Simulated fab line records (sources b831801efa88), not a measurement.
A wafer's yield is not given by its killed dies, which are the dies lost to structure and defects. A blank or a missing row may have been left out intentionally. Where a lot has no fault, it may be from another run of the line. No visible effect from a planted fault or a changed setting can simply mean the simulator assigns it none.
fab line records + flow sky130
record:
- lots: 6
- wafers: 18
- last-day: 50
route steps=708 shown VIA4@659 METAL5@661 PAD_OPEN@708
lots untouched by any fault: they come from a run of this same line in which no faults occurred
start-h: the number of hours between the record's first day and the start of the first shown wafer of the lot + wait-h: time in hours since the lot's previous step + " the same as in the row above + L1.1+2: a single row standing in for several wafers + - no value present, or no start provided + * or withheld: withheld + < > ~ a bound
route shown NAME@n: NAME is a module with steps in the file, n the number in the route of the first one + usual: mean/standard deviation taken from wafers without a fault + same: alike in all rows + chamber/n: place in a boat + sites: the reading at each site + _std_site: standard deviation across them + _edge_site: inner sites' mean taken away from outer sites' mean + radius-mm: for every site, how far away it sits from the centre of the wafer + mask NAME#n: copy n + behind: the last tool/chamber to shape the wafer + hold: the reason the lot was held/the length of the hold in hours/how it ended + device: whichever transistor did not switch (one of n, p or np) + end of line: at the end of the route, the tests of the same wafers + a step without rows: its recipe alone + killed: dies lost to structure and defects at the first sort, not the wafer's yield + map: shows each die of a wafer: x if killed, . if not, _ if none is there
set.NAME: the run value of the setting; set.NAME@STEP: its run value at that earlier step + model.NAME: the simulator's own value behind a step, which no gauge read
a table for each step, a row for each wafer; lots at some steps of the route
services: the hour from which a tool's chamber was out of use, counted from the record's first day as start-h (under 0 if before that day), plus the number of hours and why
== steps ==
step: SKY_VIA4_THK_MEAS_20
recipe:
- thk-meas-gauge: xrf
- reads: W_of_VIA4_CVD_18
usual:
- VIA4_W_THK: 505/10
| lot.wafer | tool          | chamber | start-h | wait-h | VIA4_W_THK[nm] |
|-----------|---------------|---------|---------|--------|----------------|
| L620.2    | film-metro-01 | -       | 1035.97 | 0.1    | 504            |
| L620.5    | "             | -       | "       | "      | 526            |
| L620.6    | "             | -       | "       | "      | 504            |
| L623.1    | film-metro-03 | -       | 1050.46 | 0.1    | 500            |
| L623.2    | "             | -       | "       | "      | 504            |
| L623.4    | "             | -       | "       | "      | 498            |
| L630.2    | film-metro-01 | -       | 1094.15 | 0.1    | 504            |
| L630.5    | "             | -       | "       | "      | 504            |
| L630.6    | "             | -       | "       | "      | 503            |
| L631.3    | film-metro-02 | -       | 1102.38 | 0.1    | 501            |
| L631.4    | "             | -       | "       | "      | 497            |
| L631.5    | "             | -       | "       | "      | 502            |
| L629.1    | film-metro-01 | -       | 1107.41 | 0.1    | 495            |
| L629.3    | "             | -       | "       | "      | 502            |
| L629.6    | "             | -       | "       | "      | 501            |
| L637.1    | film-metro-03 | -       | 1130.40 | 0.1    | 504            |
| L637.2    | "             | -       | "       | "      | 505            |
| L637.3    | "             | -       | "       | "      | 507            |
step: SKY_VIA4_CMP_21
recipe:
- stop-on: SiO2
- t-overpolish-s: 25
- down-force-psi: 3.5
- platen-rpm: 60
- target-thk-nm: 0
- pad-velocity-m-s: 0.94248
usual:
- motor-current-A: 11.0/1.6
- overpolish-run-s: 24.999/0.0081
- slurry-filter-dp-kPa: 13.51/0.13
- time-to-endpoint-s: 124/4.1
same:
- t-overpolish-s: 25
| lot.wafer | tool   | chamber | start-h | wait-h | motor-current-A | overpolish-run-s | slurry-filter-dp-kPa | time-to-endpoint-s |
|-----------|--------|---------|---------|--------|-----------------|------------------|----------------------|--------------------|
| L620.2    | cmp-01 | 2       | 1036.12 | 0.1    | 11.6            | 25.007           | 13.56                | 123                |
| L620.6    | "      | 0       | "       | "      | 8.3             | 25.000           | 13.41                | 127                |
| L620.5    | "      | 1       | "       | "      | 11.9            | 25.009           | 13.53                | 131                |
| L623.4    | cmp-01 | 2       | 1050.57 | 0.1    | 12.2            | 25.002           | 13.60                | 116                |
| L623.2    | "      | 3       | "       | "      | 8.2             | 24.996           | 13.60                | 121                |
| L623.1    | "      | 0       | "       | "      | 8.9             | 25.004           | 13.39                | 120                |
| L630.2    | cmp-02 | 1       | 1094.35 | 0.2    | 11.7            | 24.997           | 13.47                | 117                |
| L630.6    | "      | 2       | "       | "      | 12.1            | 24.989           | 13.72                | 121                |
| L630.5    | "      | 3       | "       | "      | 12.4            | 25.000           | 13.36                | 117                |
| L631.3    | cmp-02 | 1       | 1102.42 | 0.0    | 12.3            | 25.004           | 13.67                | 126                |
| L631.4    | "      | 3       | "       | "      | 12.5            | 24.991           | 13.49                | 126                |
| L631.5    | "      | 2       | "       | "      | 13.0            | 25.006           | 13.62                | 129                |
| L629.1    | cmp-02 | 0       | 1107.78 | 0.4    | 11.3            | 25.005           | 13.63                | 124                |
| L629.3    | "      | 3       | "       | "      | 12.1            | 25.009           | 13.75                | 126                |
| L629.6    | "      | 1       | "       | "      | 11.6            | 24.999           | 13.32                | 124                |
| L637.3    | cmp-01 | 2       | 1130.57 | 0.1    | 12.2            | 25.001           | 13.61                | 125                |
| L637.1    | "      | 3       | "       | "      | 8.0             | 25.009           | 13.47                | 123                |
| L637.2    | "      | 0       | "       | "      | 9.0             | 25.004           | 13.77                | 129                |
step: SKY_METAL5_SPUTTER_00
recipe:
- material: Ti
- target-thk-nm: 15
- power-w: 3000
- time-s: 10
- chamber-pressure-pa: 0.4
usual:
- throttle-valve-pct: 30.1/0.93
| lot.wafer | tool           | chamber | start-h | wait-h | throttle-valve-pct |
|-----------|----------------|---------|---------|--------|--------------------|
| L620.2    | pvd-sputter-01 | -       | 1036.32 | 0.1    | 29.8               |
| L620.5    | "              | -       | "       | "      | 30.4               |
| L620.6    | "              | -       | "       | "      | 31.2               |
| L623.1    | pvd-sputter-03 | -       | 1050.82 | 0.1    | 29.4               |
| L623.2    | "              | -       | "       | "      | 31.2               |
| L623.4    | "              | -       | "       | "      | 29.0               |
| L630.2    | pvd-sputter-02 | -       | 1094.50 | 0.1    | 28.2               |
| L630.5    | "              | -       | "       | "      | 30.9               |
| L630.6    | "              | -       | "       | "      | 28.6               |
| L631.3    | pvd-sputter-02 | -       | 1102.72 | 0.2    | 30.5               |
| L631.4    | "              | -       | "       | "      | 28.2               |
| L631.5    | "              | -       | "       | "      | 30.2               |
| L629.1    | pvd-sputter-02 | -       | 1108.08 | 0.2    | 29.8               |
| L629.3    | "              | -       | "       | "      | 30.4               |
| L629.6    | "              | -       | "       | "      | 30.9               |
| L637.1    | pvd-sputter-03 | -       | 1130.87 | 0.2    | 30.9               |
| L637.2    | "              | -       | "       | "      | 29.0               |
| L637.3    | "              | -       | "       | "      | 30.4               |
step: SKY_METAL5_SPUTTER_01
recipe:
- material: TiN
- target-thk-nm: 20
- power-w: 6500
- time-s: 16.7
- chamber-pressure-pa: 0.4
usual:
- throttle-valve-pct: 30.1/0.94
| lot.wafer | tool           | chamber | start-h | wait-h | throttle-valve-pct |
|-----------|----------------|---------|---------|--------|--------------------|
| L620.2    | pvd-sputter-01 | -       | 1036.35 | 0.0    | 29.5               |
| L620.5    | "              | -       | "       | "      | 30.2               |
| L620.6    | "              | -       | "       | "      | 31.5               |
| L623.1    | pvd-sputter-03 | -       | 1050.84 | 0.0    | 29.1               |
| L623.2    | "              | -       | "       | "      | 31.0               |
| L623.4    | "              | -       | "       | "      | 28.8               |
| L630.2    | pvd-sputter-02 | -       | 1094.52 | 0.0    | 28.3               |
| L630.5    | "              | -       | "       | "      | 31.0               |
| L630.6    | "              | -       | "       | "      | 28.3               |
| L631.3    | pvd-sputter-02 | -       | 1102.75 | 0.0    | 30.6               |
| L631.4    | "              | -       | "       | "      | 28.5               |
| L631.5    | "              | -       | "       | "      | 29.9               |
| L629.1    | pvd-sputter-02 | -       | 1108.11 | 0.0    | 30.1               |
| L629.3    | "              | -       | "       | "      | 30.4               |
| L629.6    | "              | -       | "       | "      | 30.9               |
| L637.1    | pvd-sputter-03 | -       | 1130.89 | 0.0    | 30.8               |
| L637.2    | "              | -       | "       | "      | 28.8               |
| L637.3    | "              | -       | "       | "      | 30.7               |
step: SKY_METAL5_SPUTTER_02
recipe:
- material: AlCu
- target-thk-nm: 1150
- power-w: 10600
- time-s: 61.2
- chamber-pressure-pa: 0.4
step: SKY_METAL5_SPUTTER_03
recipe:
- material: Ti
- target-thk-nm: 5
- power-w: 3000
- time-s: 3.3
- chamber-pressure-pa: 0.4
usual:
- throttle-valve-pct: 30.1/0.93
| lot.wafer | tool           | chamber | start-h | wait-h | throttle-valve-pct |
|-----------|----------------|---------|---------|--------|--------------------|
| L620.2    | pvd-sputter-01 | -       | 1036.42 | 0.0    | 29.7               |
| L620.5    | "              | -       | "       | "      | 30.3               |
| L620.6    | "              | -       | "       | "      | 31.2               |
| L623.1    | pvd-sputter-03 | -       | 1050.92 | 0.0    | 29.2               |
| L623.2    | "              | -       | "       | "      | 30.5               |
| L623.4    | "              | -       | "       | "      | 28.7               |
| L630.2    | pvd-sputter-02 | -       | 1094.61 | 0.0    | 28.5               |
| L630.5    | "              | -       | "       | "      | 30.9               |
| L630.6    | "              | -       | "       | "      | 28.3               |
| L631.3    | pvd-sputter-02 | -       | 1102.82 | 0.0    | 30.4               |
| L631.4    | "              | -       | "       | "      | 28.4               |
| L631.5    | "              | -       | "       | "      | 30.1               |
| L629.1    | pvd-sputter-02 | -       | 1108.18 | 0.0    | 30.0               |
| L629.3    | "              | -       | "       | "      | 30.3               |
| L629.6    | "              | -       | "       | "      | 30.9               |
| L637.1    | pvd-sputter-03 | -       | 1130.97 | 0.0    | 31.0               |
| L637.2    | "              | -       | "       | "      | 29.2               |
| L637.3    | "              | -       | "       | "      | 30.7               |
step: SKY_METAL5_SPUTTER_04
recipe:
- material: TiN
- target-thk-nm: 70
- power-w: 6500
- time-s: 58.3
- chamber-pressure-pa: 0.4
usual:
- throttle-valve-pct: 30.1/0.96
| lot.wafer | tool           | chamber | start-h | wait-h | throttle-valve-pct |
|-----------|----------------|---------|---------|--------|--------------------|
| L620.2    | pvd-sputter-01 | -       | 1036.44 | 0.0    | 29.8               |
| L620.5    | "              | -       | "       | "      | 30.5               |
| L620.6    | "              | -       | "       | "      | 31.4               |
| L623.1    | pvd-sputter-03 | -       | 1050.94 | 0.0    | 28.9               |
| L623.2    | "              | -       | "       | "      | 31.1               |
| L623.4    | "              | -       | "       | "      | 28.9               |
| L630.2    | pvd-sputter-02 | -       | 1094.63 | 0.0    | 28.2               |
| L630.5    | "              | -       | "       | "      | 31.0               |
| L630.6    | "              | -       | "       | "      | 27.9               |
| L631.3    | pvd-sputter-02 | -       | 1102.84 | 0.0    | 30.6               |
| L631.4    | "              | -       | "       | "      | 28.4               |
| L631.5    | "              | -       | "       | "      | 30.2               |
| L629.1    | pvd-sputter-02 | -       | 1108.20 | 0.0    | 30.1               |
| L629.3    | "              | -       | "       | "      | 30.6               |
| L629.6    | "              | -       | "       | "      | 31.1               |
| L637.1    | pvd-sputter-03 | -       | 1130.99 | 0.0    | 31.2               |
| L637.2    | "              | -       | "       | "      | 29.1               |
| L637.3    | "              | -       | "       | "      | 30.4               |
step: SKY_METAL5_RS_MEAS_05
recipe:
- thk-meas-gauge: four-point-probe
- reads: TiN_of_METAL5_SPUTTER_04+Ti_of_METAL5_SPUTTER_03+AlCu_of_METAL5_SPUTTER_02+TiN_of_METAL5_SPUTTER_01+Ti_of_METAL5_SPUTTER_00
usual:
- METAL5_ALCU_RS: 0.02706/0.00025
| lot.wafer | tool          | chamber | start-h | wait-h | METAL5_ALCU_RS[ohm/sq] |
|-----------|---------------|---------|---------|--------|------------------------|
| L620.2    | film-metro-02 | -       | 1036.51 | 0.0    | 0.02683                |
| L620.5    | "             | -       | "       | "      | 0.02697                |
| L620.6    | "             | -       | "       | "      | 0.0268                 |
| L623.1    | film-metro-02 | -       | 1050.99 | 0.0    | 0.027                  |
| L623.2    | "             | -       | "       | "      | 0.02692                |
| L623.4    | "             | -       | "       | "      | 0.02691                |
| L630.2    | film-metro-01 | -       | 1094.70 | 0.0    | 0.02709                |
| L630.5    | "             | -       | "       | "      | 0.02715                |
| L630.6    | "             | -       | "       | "      | 0.02729                |
| L631.3    | film-metro-01 | -       | 1102.93 | 0.1    | 0.02753                |
| L631.4    | "             | -       | "       | "      | 0.02727                |
| L631.5    | "             | -       | "       | "      | 0.02746                |
| L629.1    | film-metro-01 | -       | 1108.25 | 0.0    | 0.02742                |
| L629.3    | "             | -       | "       | "      | 0.02733                |
| L629.6    | "             | -       | "       | "      | 0.02731                |
| L637.1    | film-metro-01 | -       | 1131.04 | 0.0    | 0.02727                |
| L637.2    | "             | -       | "       | "      | 0.02716                |
| L637.3    | "             | -       | "       | "      | 0.0269                 |
step: SKY_METAL5_THK_MEAS_06
recipe:
- thk-meas-gauge: xrf
- reads: AlCu_of_METAL5_SPUTTER_02
usual:
- METAL5_ALCU_THK: 1167/12
| lot.wafer | tool          | chamber | start-h | wait-h | METAL5_ALCU_THK[nm] |
|-----------|---------------|---------|---------|--------|---------------------|
| L620.2    | film-metro-02 | -       | 1036.62 | 0.1    | 1182                |
| L620.5    | "             | -       | "       | "      | 1174                |
| L620.6    | "             | -       | "       | "      | 1188                |
| L623.1    | film-metro-02 | -       | 1051.11 | 0.1    | 1164                |
| L623.2    | "             | -       | "       | "      | 1184                |
| L623.4    | "             | -       | "       | "      | 1170                |
| L630.2    | film-metro-01 | -       | 1094.81 | 0.1    | 1167                |
| L630.5    | "             | -       | "       | "      | 1165                |
| L630.6    | "             | -       | "       | "      | 1159                |
| L631.3    | film-metro-01 | -       | 1103.03 | 0.1    | 1152                |
| L631.4    | "             | -       | "       | "      | 1166                |
| L631.5    | "             | -       | "       | "      | 1149                |
| L629.1    | film-metro-01 | -       | 1108.37 | 0.1    | 1162                |
| L629.3    | "             | -       | "       | "      | 1168                |
| L629.6    | "             | -       | "       | "      | 1161                |
| L637.1    | film-metro-01 | -       | 1131.16 | 0.1    | 1160                |
| L637.2    | "             | -       | "       | "      | 1164                |
| L637.3    | "             | -       | "       | "      | 1175                |
step: SKY_METAL5_DEHYDRATE_07
recipe:
- temp-c: 200
- time-s: 60
step: SKY_METAL5_HMDS_08
recipe:
- prime-time-s: 60
- prime-temp-c: 120
step: SKY_METAL5_COAT_09
recipe:
- resist: NOVOLAK
- spin-rpm: 3000
- resist-thk-nm: 1800
step: SKY_METAL5_SOFTBAKE_10
recipe:
- temp-c: 90
- time-s: 60
- resist: NOVOLAK
usual:
- run-length-s: 89.08/0.2
| lot.wafer | tool           | chamber | start-h | wait-h | run-length-s |
|-----------|----------------|---------|---------|--------|--------------|
| L620.2    | litho-track-03 | 0       | 1047.15 | 0.1    | 98.20        |
| L620.5    | "              | 0       | "       | "      | 98.17        |
| L620.6    | "              | 0       | "       | "      | 98.21        |
| L623.1    | litho-track-03 | 0       | 1061.82 | 0.1    | 98.30        |
| L623.2    | "              | 0       | "       | "      | 98.21        |
| L623.4    | "              | 0       | "       | "      | 98.25        |
| L630.2    | litho-track-01 | 0       | 1104.90 | 0.1    | 89.36        |
| L630.5    | "              | 0       | "       | "      | 89.14        |
| L630.6    | "              | 0       | "       | "      | 89.27        |
| L631.3    | litho-track-01 | 0       | 1112.87 | 0.1    | 89.40        |
| L631.4    | "              | 0       | "       | "      | 89.10        |
| L631.5    | "              | 0       | "       | "      | 89.35        |
| L629.1    | litho-track-01 | 0       | 1117.92 | 0.1    | 89.08        |
| L629.3    | "              | 0       | "       | "      | 89.13        |
| L629.6    | "              | 0       | "       | "      | 89.50        |
| L637.1    | litho-track-03 | 0       | 1140.87 | 0.1    | 89.02        |
| L637.2    | "              | 0       | "       | "      | 88.71        |
| L637.3    | "              | 0       | "       | "      | 88.74        |
step: SKY_METAL5_EXPOSE_11
recipe:
- mask-id: MM5
- na: 0.6
- source-shape: conventional
- sigma-outer: 0.6
- polarization: unpolarized
- target-cd-nm: 1600
- dose-mj: 190
step: SKY_PAD_OPEN_PROBE_99
usual:
- defect-limited-yield: 82.4/2.2
- killed_at_M0_to_M3: 44/7.7
- killed_at_M4_up: 3.2/1.7
- killed-at-contacts: 24/5.3
- killed-at-front-end: 15/4.3
- killed-at-other: 0.3/0.57
- killed-dies: 87/11
- killed-open: 47/7.4
- killed-short: 40/6.5
- sort_bin_3_pad_short: 0.8/0.4
- sort_bin_5_function: 10.5/1.6
- sort_bin_6_memory: 6.3/1.2
- sort-n-pass: 405/11
- sort-yield-pct: 82.4/2.2
same:
- gross-dies: 492
- killed-at-back-side: 0
- sort_bin_4_leakage[%]: 0
- sort_bin_8_speed[%]: 0
| lot.wafer | tool      | chamber | start-h | wait-h | defect-limited-yield[%] | killed_at_M0_to_M3 | killed_at_M4_up | killed-at-contacts | killed-at-front-end | killed-at-other | killed-dies | killed-open | killed-short | sort_bin_3_pad_short[%] | sort_bin_5_function[%] | sort_bin_6_memory[%] | sort-n-pass | sort-yield-pct[%] |
|-----------|-----------|---------|---------|--------|-------------------------|--------------------|-----------------|--------------------|---------------------|-----------------|-------------|-------------|--------------|-------------------------|------------------------|----------------------|-------------|-------------------|
| L620.2    | prober-02 | -       | 1102.65 | 0.1    | 81.5                    | 50                 | 5               | 23                 | 13                  | 0               | 91          | 50          | 41           | 0.6                     | 11.8                   | 6.1                  | 401         | 81.5              |
| L620.5    | prober-02 | -       | 1102.80 | 0.2    | 81.5                    | 49                 | 3               | 25                 | 14                  | 0               | 91          | 46          | 45           | 0.4                     | 13.0                   | 5.1                  | 401         | 81.5              |
| L620.6    | prober-02 | -       | 1102.85 | 0.2    | 86.6                    | 37                 | 3               | 19                 | 7                   | 0               | 66          | 34          | 32           | 0.4                     | 8.3                    | 4.7                  | 426         | 86.6              |
| L630.2    | prober-01 | -       | 1155.81 | 0.1    | 83.9                    | 38                 | 4               | 19                 | 17                  | 1               | 79          | 46          | 32           | 1.0                     | 9.8                    | 5.3                  | 413         | 83.9              |
| L630.5    | prober-01 | -       | 1155.96 | 0.2    | 81.9                    | 44                 | 4               | 22                 | 17                  | 2               | 89          | 46          | 42           | 0.6                     | 13.0                   | 4.5                  | 403         | 81.9              |
| L630.6    | prober-01 | -       | 1156.01 | 0.2    | 79.7                    | 48                 | 2               | 26                 | 23                  | 1               | 100         | 50          | 50           | 0.6                     | 11.8                   | 7.9                  | 392         | 79.7              |
| L629.1    | prober-02 | -       | 1167.89 | 0.1    | 83.5                    | 41                 | 2               | 26                 | 12                  | 0               | 81          | 45          | 36           | 0.6                     | 10.8                   | 5.1                  | 411         | 83.5              |
| L629.3    | prober-02 | -       | 1167.99 | 0.2    | 83.3                    | 41                 | 1               | 20                 | 19                  | 1               | 82          | 43          | 39           | 1.2                     | 9.3                    | 6.1                  | 410         | 83.3              |
| L629.6    | prober-02 | -       | 1168.14 | 0.2    | 83.5                    | 42                 | 1               | 22                 | 14                  | 2               | 81          | 49          | 32           | 0.6                     | 10.4                   | 5.5                  | 411         | 83.5              |
killed by level:class
L620.2 VIA1:geometric-particle:open=13 CONTACT:geometric-particle:open=12 VIA2:geometric-particle:open=8 VIA1:geometric-particle:short=7 METAL2:geometric-particle:short=6 FIELD_ISO:geometric-particle:short=5 VIA3:geometric-particle:short=5 FIELD_ISO:geometric-particle:open=4
L620.5 CONTACT:geometric-particle:open=15 VIA1:geometric-particle:open=10 VIA3:geometric-particle:open=9 FIELD_ISO:geometric-particle:short=6 METAL2:geometric-particle:short=6 LOCAL_INTERCONNECT:geometric-particle:short=5 VIA1:geometric-particle:short=5 VIA3:geometric-particle:short=5
L620.6 METAL2:geometric-particle:short=7 VIA2:geometric-particle:open=7 CONTACT:geometric-particle:open=6 VIA1:geometric-particle:open=5 LI_CONTACT:geometric-particle:open=4 LOCAL_INTERCONNECT:geometric-particle:short=4 VIA3:geometric-particle:open=4 POLY_GATE:geometric-particle:short=3
L630.2 CONTACT:geometric-particle:open=11 VIA1:geometric-particle:open=8 POLY_GATE:geometric-particle:open=7 METAL2:geometric-particle:short=7 VIA3:geometric-particle:open=5 FIELD_ISO:geometric-particle:open=4 METAL1:geometric-particle:short=4 VIA2:geometric-particle:open=4
L630.5 VIA1:geometric-particle:open=12 LI_CONTACT:geometric-particle:open=8 VIA3:geometric-particle:open=6 CONTACT:geometric-particle:open=6 FIELD_ISO:geometric-particle:short=5 FIELD_ISO:geometric-particle:open=4 POLY_GATE:geometric-particle:open=4 VIA2:geometric-particle:short=4
L630.6 VIA1:geometric-particle:open=15 CONTACT:geometric-particle:open=8 VIA1:geometric-particle:short=8 FIELD_ISO:geometric-particle:short=6 CONTACT:geometric-particle:short=5 POLY_GATE:geometric-particle:short=5 LI_CONTACT:geometric-particle:short=5 METAL1:geometric-particle:short=5
L629.1 VIA1:geometric-particle:open=12 CONTACT:geometric-particle:open=7 CONTACT:geometric-particle:short=7 METAL2:geometric-particle:short=5 FIELD_ISO:geometric-particle:open=4 POLY_GATE:geometric-particle:open=4 LI_CONTACT:geometric-particle:open=4 LOCAL_INTERCONNECT:geometric-particle:short=4
L629.3 VIA1:geometric-particle:open=10 VIA2:geometric-particle:open=8 LI_CONTACT:geometric-particle:open=6 CONTACT:geometric-particle:open=6 POLY_GATE:geometric-particle:short=5 CONTACT:geometric-particle:short=5 VIA3:geometric-particle:open=5 FIELD_ISO:geometric-particle:short=4
L629.6 VIA1:geometric-particle:open=11 LI_CONTACT:geometric-particle:open=9 VIA2:geometric-particle:open=9 CONTACT:geometric-particle:open=8 FIELD_ISO:geometric-particle:open=5 VIA1:geometric-particle:short=5 FIELD_ISO:geometric-particle:short=4 METAL1:geometric-particle:short=3
== services ==
| tool           | chamber | start-h | hours | kind                           |
|----------------|---------|---------|-------|--------------------------------|
| pvd-sputter-01 | -       | 1013.53 | 1.3   | repair                         |
| cmp-02         | -       | 1024.54 | 0.4   | repair                         |
| cmp-02         | -       | 1026.81 | 3.0   | repair                         |
| cmp-01         | -       | 1034.50 | 0.5   | repair                         |
| cmp-01         | -       | 1037.71 | 2.5   | repair                         |
| pvd-sputter-03 | -       | 1058.21 | 7.2   | repair                         |
| pvd-sputter-03 | -       | 1076.68 | 0.8   | repair                         |
| cmp-02         | -       | 1084.68 | 4.0   | pm                             |
| cmp-02         | -       | 1088.68 | -     | consumable-replace:conditioner |
| cmp-02         | -       | 1088.68 | -     | consumable-replace:pad         |
| cmp-01         | -       | 1107.04 | 7.4   | repair                         |
== key ==
first-sign:
- step: SKY_METAL5_SOFTBAKE_10
- reading: run-length-s
- direction: up
- sigmas: 47
- usual: *
- struck: *
effect none on later readings
met-at SKY_METAL5_SOFTBAKE_10
struck-wafers L620.2,L620.5,L620.6,L623.1,L623.2,L623.4
fault:
- kind: process-parameter-drift
- tool: litho-track-03
- chamber: -
- onset-h: 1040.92
- steps: SKY_METAL5_SOFTBAKE_10
- channel: time-s
- offset: *
- shape: step
- end-h: 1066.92
- acts-in: *
- stated: *
